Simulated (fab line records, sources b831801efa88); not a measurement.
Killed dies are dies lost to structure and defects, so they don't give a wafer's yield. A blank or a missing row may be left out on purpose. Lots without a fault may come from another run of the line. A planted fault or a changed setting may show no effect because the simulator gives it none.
fab line records | flow sky130
record lots=24 wafers=72 last_day=50
route steps=708 shown METAL1@435 VIA1@459 VIA2@519 VIA3@589
lots that met no fault: from a run of the same line without faults
start_h: hours from the record's first day to the start of the lot's first wafer shown | wait_h: hours since the lot's step before | " the same as in the row above | L1.1+2: a row that stands for several wafers | - no value, or no start given | * or withheld: withheld | < > ~ a bound
route shown NAME@n: a module of which the file shows steps, and the number in the route of the first | usual: mean/standard deviation of fault-free wafers | same: alike in all rows | chamber/n: place in a boat | sites: the reading at each site | _std_site: their standard deviation | _edge_site: outer sites' mean less inner sites' | radius_mm: how far each site lies from the wafer's centre | mask NAME#n: copy n | behind: the tool/chamber that last shaped the wafer | hold: why the lot was held/for how many hours/how that ended | device: the transistor (n, p or np) that didn't switch | end of line: the same wafers' tests at the end of the route | a step without rows: its recipe alone | killed: dies lost to structure and defects at the first sort, not the wafer's yield | map: a wafer's dies, x killed, . not, _ none there
set.NAME: the setting as run; set.NAME@STEP: as run at that earlier step | model.NAME: the simulator's own value behind a step, which no gauge read
steps of the route over a sample of lots; a table a step, a row a wafer
services: from which hour (start_h, from the record's first day; less than 0 if before it) a tool's chamber was out of use, for how many hours, and why
## steps
# step SKY_METAL1_SPUTTER_01
# recipe material=TiN target_thk_nm=20 power_w=6500 time_s=16.7 chamber_pressure_pa=0.4
# usual throttle_valve_pct=29.5/0.92
# columns lot.wafer tool chamber start_h wait_h throttle_valve_pct
L074.1 pvd_sputter-03 - 744.99 0.0 30.9
L074.4 " - " " 29.4
L074.6 " - " " 30.9
L075.4 pvd_sputter-01 - 750.35 0.0 30.2
L075.5 " - " " 27.8
L075.6 " - " " 29.2
L076.1 pvd_sputter-01 - 755.30 0.0 30.0
L076.4 " - " " 29.4
L076.6 " - " " 27.4
L077.2 pvd_sputter-01 - 765.57 0.0 29.3
L077.3 " - " " 29.9
L077.5 " - " " 29.5
L079.4 pvd_sputter-03 - 786.71 0.0 30.7
L079.5 " - " " 29.5
L079.6 " - " " 30.8
L080.1 pvd_sputter-01 - 787.09 0.0 30.2
L080.4 " - " " 27.5
L080.5 " - " " 29.3
L078.2 pvd_sputter-03 - 788.02 0.0 30.8
L078.5 " - " " 29.0
L078.6 " - " " 29.4
L081.1 pvd_sputter-03 - 806.94 0.0 31.0
L081.2 " - " " 30.6
L081.6 " - " " 29.2
L082.1 pvd_sputter-04 - 819.02 0.0 29.9
L082.2 " - " " 28.0
L082.4 " - " " 30.0
L083.2 pvd_sputter-01 - 819.66 0.0 29.6
L083.3 " - " " 29.3
L083.6 " - " " 29.1
L084.2 pvd_sputter-03 - 823.50 0.0 30.9
L084.3 " - " " 30.8
L084.4 " - " " 29.7
L085.1 pvd_sputter-03 - 828.90 0.0 31.0
L085.4 " - " " 29.4
L085.5 " - " " 30.9
L086.1 pvd_sputter-04 - 836.43 0.0 29.8
L086.4 " - " " 28.1
L086.5 " - " " 29.7
L087.1 pvd_sputter-01 - 843.28 0.0 29.6
L087.2 " - " " 29.9
L087.5 " - " " 27.7
L088.2 pvd_sputter-04 - 855.15 0.0 30.0
L088.3 " - " " 30.1
L088.6 " - " " 29.5
L089.1 pvd_sputter-03 - 859.52 0.0 30.7
L089.2 " - " " 29.3
L089.5 " - " " 28.9
L090.2 pvd_sputter-01 - 876.83 0.0 30.2
L090.4 " - " " 29.6
L090.6 " - " " 30.0
L092.2 pvd_sputter-01 - 881.37 0.0 29.5
L092.4 " - " " 29.5
L092.5 " - " " 30.1
L091.1 pvd_sputter-03 - 882.70 0.0 29.3
L091.3 " - " " 31.0
L091.5 " - " " 30.9
L093.1 pvd_sputter-04 - 889.34 0.0 28.2
L093.4 " - " " 29.5
L093.5 " - " " 30.0
L094.1 pvd_sputter-04 - 892.77 0.0 30.0
L094.4 " - " " 28.3
L094.5 " - " " 29.4
L095.1 pvd_sputter-04 - 899.95 0.0 27.9
L095.2 " - " " 29.6
L095.4 " - " " 29.9
L096.1 pvd_sputter-04 - 910.07 0.0 29.8
L096.2 " - " " 29.6
L096.5 " - " " 28.0
L097.2 pvd_sputter-01 - 915.63 0.0 29.0
L097.4 " - " " 29.4
L097.5 " - " " 29.1
# step SKY_METAL1_ETCH_18
# recipe chemistry=N2/H2 target=BARC ion_energy_ev=200 bias_w=100 pressure_mtorr=30 n2_flow_sccm=100 h2_flow_sccm=200 icp_w=500 stop_on=SiO2 time_s=45.9 target_depth_a=600
# usual drypump_motor_current_A=5.94/0.29 he_backside_leak_sccm=3.27/0.26 oes_product_au=0.855/0.0045 throttle_valve_pct=13.225/0.0097
# columns lot.wafer tool chamber start_h wait_h drypump_motor_current_A he_backside_leak_sccm oes_product_au rf_hours_counter_h throttle_valve_pct
L074.1 rie_metal-01 1 772.13 0.0 5.68 3.30 0.852 11 13.219
L074.4 " 1 " " 5.68 3.35 0.856 - 13.221
L074.6 " 1 " " 5.60 3.41 0.857 - 13.221
L075.4 rie_metal-02 1 778.20 0.0 6.36 3.51 0.856 - 13.220
L075.5 " 0 " " 5.63 3.60 0.857 - 13.218
L075.6 " 1 " " 6.38 3.49 0.858 - 13.219
L076.1 rie_metal-02 0 783.27 0.0 5.66 3.33 0.855 1 13.228
L076.4 " 0 " " 5.69 3.57 0.856 - 13.222
L076.6 " 1 " " 6.37 3.36 0.851 - 13.234
L077.2 rie_metal-04 1 793.22 0.0 6.34 3.13 0.848 6 13.222
L077.3 " 0 " " 5.86 3.17 0.861 - 13.222
L077.5 " 1 " " 6.36 3.17 0.847 - 13.213
L079.4 rie_metal-01 0 814.24 0.0 5.78 3.25 0.851 - 13.235
L079.5 " 1 " " 5.72 3.35 0.860 - 13.226
L079.6 " 0 " " 5.78 3.37 0.864 - 13.225
L080.1 rie_metal-04 1 814.90 0.1 6.30 3.07 0.858 7 13.221
L080.4 " 1 " " 6.31 3.05 0.853 - 13.223
L080.5 " 1 " " 6.29 3.15 0.852 - 13.237
L078.2 rie_metal-02 0 815.92 0.1 5.64 3.26 0.856 - 13.207
L078.5 " 0 " " 5.69 3.18 0.847 - 13.219
L078.6 " 0 " " 5.67 3.09 0.850 - 13.227
L081.1 rie_metal-04 1 833.75 0.1 6.31 3.14 0.865 7 13.229
L081.2 " 1 " " 6.32 3.25 0.863 - 13.225
L081.6 " 1 " " 6.31 3.18 0.854 - 13.218
L082.1 rie_metal-01 0 845.64 0.0 5.78 3.15 0.861 18 13.224
L082.2 " 1 " " 5.63 3.35 0.853 1 13.224
L082.4 " 1 " " 5.67 3.39 0.858 - 13.220
L083.2 rie_metal-04 1 845.98 0.0 6.31 3.05 0.859 8 13.226
L083.3 " 1 " " 6.34 3.02 0.856 - 13.222
L083.6 " 1 " " 6.33 3.06 0.854 - 13.211
L084.2 rie_metal-04 1 850.39 0.0 6.32 2.92 0.854 8 13.212
L084.3 " 1 " " 6.34 3.01 0.856 - 13.223
L084.4 " 0 " " 5.88 3.09 0.855 - 13.217
L085.1 rie_metal-01 1 855.57 0.0 5.63 3.38 0.856 2 13.224
L085.4 " 0 " " 5.77 3.23 0.860 - 13.225
L085.5 " 1 " " 5.63 3.34 0.851 - 13.222
L086.1 rie_metal-01 1 863.52 0.1 5.73 3.16 0.855 2 13.217
L086.4 " 1 " " 5.67 3.35 0.847 - 13.227
L086.5 " 1 " " 5.67 3.14 0.860 - 13.227
L087.1 rie_metal-01 1 868.80 0.1 5.65 3.31 0.853 3 13.234
L087.2 " 1 " " 5.62 3.29 0.848 - 13.230
L087.5 " 1 " " 5.67 3.51 0.851 - 13.233
L088.2 rie_metal-01 0 881.17 0.0 5.84 3.04 0.853 0 13.217
L088.3 " 0 " " 5.82 3.05 0.855 - 13.207
L088.6 " 0 " " 5.83 3.16 0.852 - 13.231
L089.1 rie_metal-04 0 885.63 0.0 5.90 3.22 0.851 2 13.234
L089.2 " 1 " " 6.31 3.08 0.860 10 13.208
L089.5 " 1 " " 6.32 3.06 0.855 - 13.228
L090.2 rie_metal-02 0 903.13 0.0 5.64 3.58 0.849 6 13.219
L090.4 " 1 " " 6.37 3.59 0.860 - 13.223
L090.6 " 1 " " 6.37 3.70 0.861 - 13.239
L092.2 rie_metal-04 1 907.67 0.0 6.32 3.05 0.859 11 13.206
L092.4 " 0 " " 5.88 3.21 0.856 - 13.225
L092.5 " 0 " " 5.88 3.11 0.850 - 13.223
L091.1 rie_metal-01 0 909.42 0.0 5.81 3.20 0.861 1 13.222
L091.3 " 1 " " 5.67 3.38 0.860 - 13.221
L091.5 " 1 " " 5.66 3.47 0.861 - 13.227
L093.1 rie_metal-04 1 914.94 0.0 6.30 3.03 0.861 11 13.222
L093.4 " 1 " " 6.31 2.99 0.856 - 13.215
L093.5 " 1 " " 6.31 3.05 0.853 - 13.224
L094.1 rie_metal-04 0 918.88 0.0 5.90 3.12 0.854 4 13.222
L094.4 " 1 " " 6.31 3.08 0.848 - 13.220
L094.5 " 1 " " 6.33 3.09 0.859 - 13.247
L095.1 rie_metal-02 1 924.74 0.0 6.38 3.54 0.857 4 13.222
L095.2 " 0 " " 5.65 3.29 0.851 7 13.217
L095.4 " 1 " " 6.38 3.54 0.849 - 13.233
L096.1 rie_metal-04 1 934.56 0.0 6.34 3.20 0.859 12 13.212
L096.2 " 0 " " 5.87 3.04 0.858 4 13.212
L096.5 " 0 " " 5.86 3.08 0.856 - 13.240
L097.2 rie_metal-01 0 940.69 0.0 5.79 3.19 0.855 3 13.233
L097.4 " 1 " " 5.64 3.38 0.847 - 13.246
L097.5 " 0 " " 5.80 3.13 0.858 - 13.221
# step SKY_VIA1_THK_MEAS_01
# recipe reads=SiO2_of_VIA1_HDPCVD_00
# usual VIA1_HDPCVD_THK=1031/10
# columns lot.wafer tool chamber start_h wait_h VIA1_HDPCVD_THK[nm]
L074.1 film_metro-03 - 773.01 0.1 1011
L074.4 " - " " 1037
L074.6 " - " " 1016
L075.4 film_metro-03 - 779.11 0.0 1053
L075.5 " - " " 1031
L075.6 " - " " 1010
L076.1 film_metro-02 - 784.13 0.1 1010
L076.4 " - " " 1013
L076.6 " - " " 1017
L077.2 film_metro-03 - 794.12 0.1 1035
L077.3 " - " " 1032
L077.5 " - " " 1033
L079.4 film_metro-03 - 815.10 0.0 1035
L079.5 " - " " 1026
L079.6 " - " " 1046
L080.1 film_metro-02 - 815.97 0.1 1014
L080.4 " - " " 1036
L080.5 " - " " 1026
L078.2 film_metro-01 - 816.93 0.1 1019
L078.5 " - " " 1032
L078.6 " - " " 1017
L081.1 film_metro-01 - 834.80 0.1 1043
L081.2 " - " " 1038
L081.6 " - " " 1034
L082.1 film_metro-02 - 846.49 0.1 1033
L082.2 " - " " 1042
L082.4 " - " " 1036
L083.2 film_metro-01 - 846.85 0.1 1051
L083.3 " - " " 1032
L083.6 " - " " 1056
L084.2 film_metro-02 - 851.25 0.1 1030
L084.3 " - " " 1029
L084.4 " - " " 1038
L085.1 film_metro-01 - 856.43 0.1 1043
L085.4 " - " " 1034
L085.5 " - " " 1031
L086.1 film_metro-01 - 864.53 0.1 1037
L086.4 " - " " 1036
L086.5 " - " " 1049
L087.1 film_metro-02 - 869.81 0.1 1027
L087.2 " - " " 1039
L087.5 " - " " 1021
L088.2 film_metro-01 - 882.03 0.1 1031
L088.3 " - " " 1031
L088.6 " - " " 1023
L089.1 film_metro-02 - 886.52 0.1 1018
L089.2 " - " " 1029
L089.5 " - " " 1037
L090.2 film_metro-02 - 904.00 0.1 1033
L090.4 " - " " 1019
L090.6 " - " " 1014
L092.2 film_metro-01 - 908.53 0.1 1027
L092.4 " - " " 1038
L092.5 " - " " 1023
L091.1 film_metro-02 - 910.27 0.1 1030
L091.3 " - " " 1039
L091.5 " - " " 1039
L093.1 film_metro-02 - 915.80 0.1 1033
L093.4 " - " " 1024
L093.5 " - " " 1024
L094.1 film_metro-03 - 919.79 0.1 1033
L094.4 " - " " 1031
L094.5 " - " " 1036
L095.1 film_metro-03 - 925.61 0.1 1017
L095.2 " - " " 1028
L095.4 " - " " 1020
L096.1 film_metro-02 - 935.46 0.1 1029
L096.2 " - " " 1021
L096.5 " - " " 1018
L097.2 film_metro-02 - 941.56 0.1 1045
L097.4 " - " " 1032
L097.5 " - " " 1033
# step SKY_VIA1_CD_MEAS_12
# recipe target_cd_nm=150
# usual cd_nm=149.5/1.9
# columns lot.wafer tool chamber start_h wait_h cd_nm
L074.1 cd_sem-01 - 799.90 - 152.2
L074.4 " - " " 153.5
L074.6 " - " " 151.4
L075.4 cd_sem-01 - 806.46 - 149.0
L075.5 " - " " 151.8
L075.6 " - " " 148.6
L076.1 cd_sem-01 - 810.62 - 149.4
L076.4 " - " " 148.8
L076.6 " - " " 148.5
L077.2 cd_sem-01 - 821.27 - 151.3
L077.3 " - " " 150.6
L077.5 " - " " 151.7
L079.4 cd_sem-02 - 842.21 - 148.4
L079.5 " - " " 148.5
L079.6 " - " " 148.2
L080.1 cd_sem-01 - 843.05 - 147.5
L080.4 " - " " 148.9
L080.5 " - " " 148.5
L078.2 cd_sem-02 - 844.52 - 146.1
L078.5 " - " " 147.9
L078.6 " - " " 147.9
L081.1 cd_sem-01 - 861.45 - 147.9
L081.2 " - " " 147.7
L081.6 " - " " 147.8
L082.1 cd_sem-01 - 872.82 - 149.0
L082.2 " - " " 148.7
L082.4 " - " " 149.3
L083.2 cd_sem-01 - 874.02 - 148.7
L083.3 " - " " 150.3
L083.6 " - " " 151.8
L084.2 cd_sem-01 - 877.47 - 148.9
L084.3 " - " " 150.4
L084.4 " - " " 149.1
L085.1 cd_sem-02 - 882.55 - 148.2
L085.4 " - " " 148.7
L085.5 " - " " 147.2
L086.1 cd_sem-02 - 890.80 - 149.3
L086.4 " - " " 148.5
L086.5 " - " " 148.1
L087.1 cd_sem-02 - 897.25 - 150.1
L087.2 " - " " 151.3
L087.5 " - " " 150.4
L088.2 cd_sem-01 - 908.22 - 148.4
L088.3 " - " " 150.7
L088.6 " - " " 150.3
L089.1 cd_sem-01 - 912.10 - 149.1
L089.2 " - " " 148.5
L089.5 " - " " 148.9
L090.2 cd_sem-01 - 928.94 - 152.0
L090.4 " - " " 152.9
L090.6 " - " " 152.6
L092.2 cd_sem-01 - 933.02 - 147.0
L092.4 " - " " 146.4
L092.5 " - " " 146.6
L091.1 cd_sem-01 - 934.70 - 149.5
L091.3 " - " " 150.8
L091.5 " - " " 151.1
L093.1 cd_sem-01 - 941.77 - 148.3
L093.4 " - " " 149.0
L093.5 " - " " 147.3
L094.1 cd_sem-01 - 944.97 - 152.0
L094.4 " - " " 153.1
L094.5 " - " " 153.0
L095.1 cd_sem-01 - 950.87 - 147.9
L095.2 " - " " 147.3
L095.4 " - " " 147.0
L096.1 cd_sem-01 - 960.22 - 150.8
L096.2 " - " " 151.5
L096.5 " - " " 152.1
L097.2 cd_sem-01 - 966.12 - 147.2
L097.4 " - " " 145.9
L097.5 " - " " 147.2
# step SKY_VIA2_CD_MEAS_12
# recipe target_cd_nm=200
# usual cd_nm=199.7/1.5
# columns lot.wafer tool chamber start_h wait_h cd_nm
L074.1 cd_sem-02 - 855.27 - 200.9
L074.4 " - " " 201.5
L074.6 " - " " 201.2
L075.4 cd_sem-01 - 863.14 - 200.7
L075.5 " - " " 200.2
L075.6 " - " " 200.6
L076.1 cd_sem-01 - 866.62 - 200.0
L076.4 " - " " 199.4
L076.6 " - " " 200.8
L077.2 cd_sem-02 - 876.52 - 200.9
L077.3 " - " " 199.8
L077.5 " - " " 199.1
L079.4 cd_sem-02 - 897.59 - 197.8
L079.5 " - " " 198.9
L079.6 " - " " 198.9
L080.1 cd_sem-01 - 899.03 - 199.2
L080.4 " - " " 200.8
L080.5 " - " " 200.6
L078.2 cd_sem-01 - 899.70 - 198.8
L078.5 " - " " 197.8
L078.6 " - " " 197.8
L081.1 cd_sem-01 - 917.03 - 199.8
L081.2 " - " " 200.8
L081.6 " - " " 199.3
L082.1 cd_sem-01 - 925.88 - 197.7
L082.2 " - " " 196.4
L082.4 " - " " 196.7
L083.2 cd_sem-01 - 927.69 - 201.5
L083.3 " - " " 201.4
L083.6 " - " " 201.6
L084.2 cd_sem-01 - 932.00 - 201.2
L084.3 " - " " 202.5
L084.4 " - " " 201.3
L085.1 cd_sem-01 - 936.02 - 201.6
L085.4 " - " " 199.6
L085.5 " - " " 200.1
L086.1 cd_sem-01 - 944.02 - 199.2
L086.4 " - " " 199.9
L086.5 " - " " 199.8
L087.1 cd_sem-01 - 949.45 - 199.5
L087.2 " - " " 197.9
L087.5 " - " " 198.9
L088.2 cd_sem-01 - 960.10 - 200.7
L088.3 " - " " 198.8
L088.6 " - " " 201.7
L089.1 cd_sem-02 - 967.17 - 200.5
L089.2 " - " " 201.8
L089.5 " - " " 200.0
L090.2 cd_sem-02 - 980.47 - 200.3
L090.4 " - " " 200.9
L090.6 " - " " 200.2
L092.2 cd_sem-01 - 984.49 - 197.4
L092.4 " - " " 198.1
L092.5 " - " " 197.7
L091.1 cd_sem-02 - 986.45 - 199.0
L091.3 " - " " 199.6
L091.5 " - " " 199.7
L093.1 cd_sem-01 - 993.22 - 198.8
L093.4 " - " " 199.1
L093.5 " - " " 199.3
L094.1 cd_sem-02 - 995.80 - 202.5
L094.4 " - " " 201.9
L094.5 " - " " 202.2
L095.1 cd_sem-02 - 1002.27 - 197.9
L095.2 " - " " 197.6
L095.4 " - " " 198.6
L096.1 cd_sem-01 - 1010.97 - 197.0
L096.2 " - " " 196.9
L096.5 " - " " 198.8
L097.2 cd_sem-01 - 1016.60 - 199.4
L097.4 " - " " 197.3
L097.5 " - " " 196.8
# step SKY_VIA3_STRIP_16
# recipe chemistry=O2/N2 power_w=1400 pressure_mtorr=1500 platen_temp_c=withheld o2_flow_sccm=3000 n2_flow_sccm=300 overash_fraction=0.5
# usual drypump_motor_current_A=5.7/0.42 oes_product_au=0.403/0.005 strip_time_to_endpoint_s=4.157/0.022
# columns lot.wafer tool chamber start_h wait_h drypump_motor_current_A oes_product_au rf_hours_counter_h strip_time_to_endpoint_s
L074.1 plasma_asher-04 1 936.16 0.0 5.7 0.411 112 4.167
L074.4 " 0 " " 5.3 0.394 - 4.118
L074.6 " 1 " " 5.7 0.405 - 4.138
L075.4 plasma_asher-04 0 943.44 0.1 5.3 0.407 - 4.156
L075.5 " 1 " " 5.7 0.408 - 4.175
L075.6 " 0 " " 5.3 0.405 - 4.184
L076.1 plasma_asher-01 1 946.86 0.0 5.2 0.396 51 4.139
L076.4 " 0 " " 6.3 0.397 - 4.156
L076.6 " 1 " " 5.2 0.397 - 4.181
L077.2 plasma_asher-04 1 956.22 0.0 5.7 0.392 114 4.121
L077.3 " 1 " " 5.7 0.410 - 4.169
L077.5 " 1 " " 5.7 0.396 - 4.169
L079.4 plasma_asher-01 1 975.69 0.1 5.2 0.408 - 4.172
L079.5 " 0 " " 6.3 0.398 - 4.134
L079.6 " 1 " " 5.2 0.409 - 4.173
L080.1 plasma_asher-04 0 976.01 0.0 5.3 0.397 117 4.188
L080.4 " 1 " " 5.7 0.396 - 4.163
L080.5 " 1 " " 5.8 0.405 - 4.184
L078.2 plasma_asher-01 0 976.49 0.0 6.3 0.409 55 4.154
L078.5 " 1 " " 5.2 0.418 - 4.179
L078.6 " 0 " " 6.3 0.407 - 4.150
L081.1 plasma_asher-01 0 994.88 0.0 6.3 0.403 56 4.160
L081.2 " 1 " " 5.2 0.410 56 4.136
L081.6 " 0 " " 6.3 0.404 - 4.155
L082.1 plasma_asher-02 0 1002.46 0.0 5.7 0.405 85 4.174
L082.2 " 1 " " 6.3 0.401 85 4.169
L082.4 " 0 " " 5.7 0.405 - 4.140
L083.2 plasma_asher-02 1 1002.88 0.0 6.2 0.409 85 4.129
L083.3 " 0 " " 5.7 0.405 - 4.179
L083.6 " 1 " " 6.2 0.409 - 4.177
L084.2 plasma_asher-02 0 1009.09 0.0 5.7 0.405 86 4.151
L084.3 " 0 " " 5.7 0.400 - 4.180
L084.4 " 1 " " 6.2 0.398 - 4.151
L085.1 plasma_asher-04 0 1013.28 0.0 5.3 0.400 120 4.175
L085.4 " 1 " " 5.7 0.405 - 4.184
L085.5 " 0 " " 5.3 0.404 - 4.172
L086.1 plasma_asher-02 0 1019.59 0.0 5.7 0.399 87 4.174
L086.4 " 0 " " 5.7 0.402 - 4.204
L086.5 " 0 " " 5.7 0.408 - 4.209
L087.1 plasma_asher-01 1 1024.39 0.0 5.2 0.396 59 4.147
L087.2 " 0 " " 6.3 0.405 59 4.141
L087.5 " 0 " " 6.3 0.403 - 4.131
L088.2 plasma_asher-02 1 1035.04 0.0 6.2 0.407 88 4.155
L088.3 " 1 " " 6.2 0.409 - 4.187
L088.6 " 0 " " 5.7 0.397 - 4.121
L089.1 plasma_asher-04 1 1047.09 0.0 5.7 0.400 124 4.136
L089.2 " 0 " " 5.3 0.399 124 4.156
L089.5 " 1 " " 5.7 0.399 - 4.151
L090.2 plasma_asher-02 0 1053.44 0.0 5.7 0.406 90 4.158
L090.4 " 0 " " 5.7 0.400 - 4.148
L090.6 " 1 " " 6.2 0.404 - 4.148
L092.2 plasma_asher-01 0 1058.33 0.0 6.3 0.405 63 4.121
L092.4 " 1 " " 5.2 0.400 - 4.112
L092.5 " 0 " " 6.3 0.402 - 4.115
L091.1 plasma_asher-01 0 1060.41 0.0 6.3 0.407 63 4.134
L091.3 " 0 " " 6.3 0.401 - 4.158
L091.5 " 0 " " 6.3 0.406 - 4.142
L093.1 plasma_asher-02 1 1066.36 0.0 6.3 0.404 91 4.152
L093.4 " 0 " " 5.7 0.404 - 4.148
L093.5 " 0 " " 5.7 0.398 - 4.140
L094.1 plasma_asher-02 1 1069.11 0.0 6.2 0.403 91 4.134
L094.4 " 0 " " 5.7 0.410 - 4.159
L094.5 " 1 " " 6.2 0.399 - 4.180
L095.1 plasma_asher-01 1 1074.68 0.0 5.1 0.404 65 4.153
L095.2 " 0 " " 6.3 0.408 65 4.168
L095.4 " 0 " " 6.3 0.399 - 4.130
L096.1 plasma_asher-04 0 1083.26 0.0 5.3 0.409 2 4.166
L096.2 " 1 " " 5.7 0.411 2 4.136
L096.5 " 1 " " 5.7 0.404 - 4.163
L097.2 plasma_asher-04 1 1087.83 0.0 5.7 0.399 2 4.169
L097.4 " 1 " " 5.7 0.399 - 4.135
L097.5 " 1 " " 5.7 0.400 - 4.127
## services
# columns tool chamber start_h hours kind
pvd_sputter-01 - 726.56 2.3 repair
pvd_sputter-01 - 731.12 1.8 repair
rie_metal-01 - 759.69 1.4 pm
pvd_sputter-03 - 764.84 11.0 repair
pvd_sputter-01 - 764.88 0.6 repair
rie_metal-04 0 800.38 23.9 repair
plasma_asher-04 - 834.18 2.5 repair
rie_metal-01 - 836.05 1.3 repair
plasma_asher-02 - 844.20 8.1 repair
rie_metal-04 - 865.16 1.4 pm
plasma_asher-01 - 888.95 8.0 repair
rie_metal-04 - 897.11 2.8 pm
rie_metal-04 1 936.01 13.9 repair
pvd_sputter-01 - 943.66 3.0 repair
pvd_sputter-03 - 945.22 2.5 repair
pvd_sputter-03 - 946.85 3.5 repair
plasma_asher-02 - 972.37 0.5 repair
rie_metal-04 1 982.30 14.9 repair
pvd_sputter-03 - 995.67 5.6 repair
plasma_asher-04 - 1002.17 1.3 repair
plasma_asher-01 - 1012.65 1.5 repair
rie_metal-04 0 1045.44 15.5 repair
plasma_asher-04 - 1049.25 4.8 repair
plasma_asher-04 - 1055.25 9.0 pm
## key
fault none
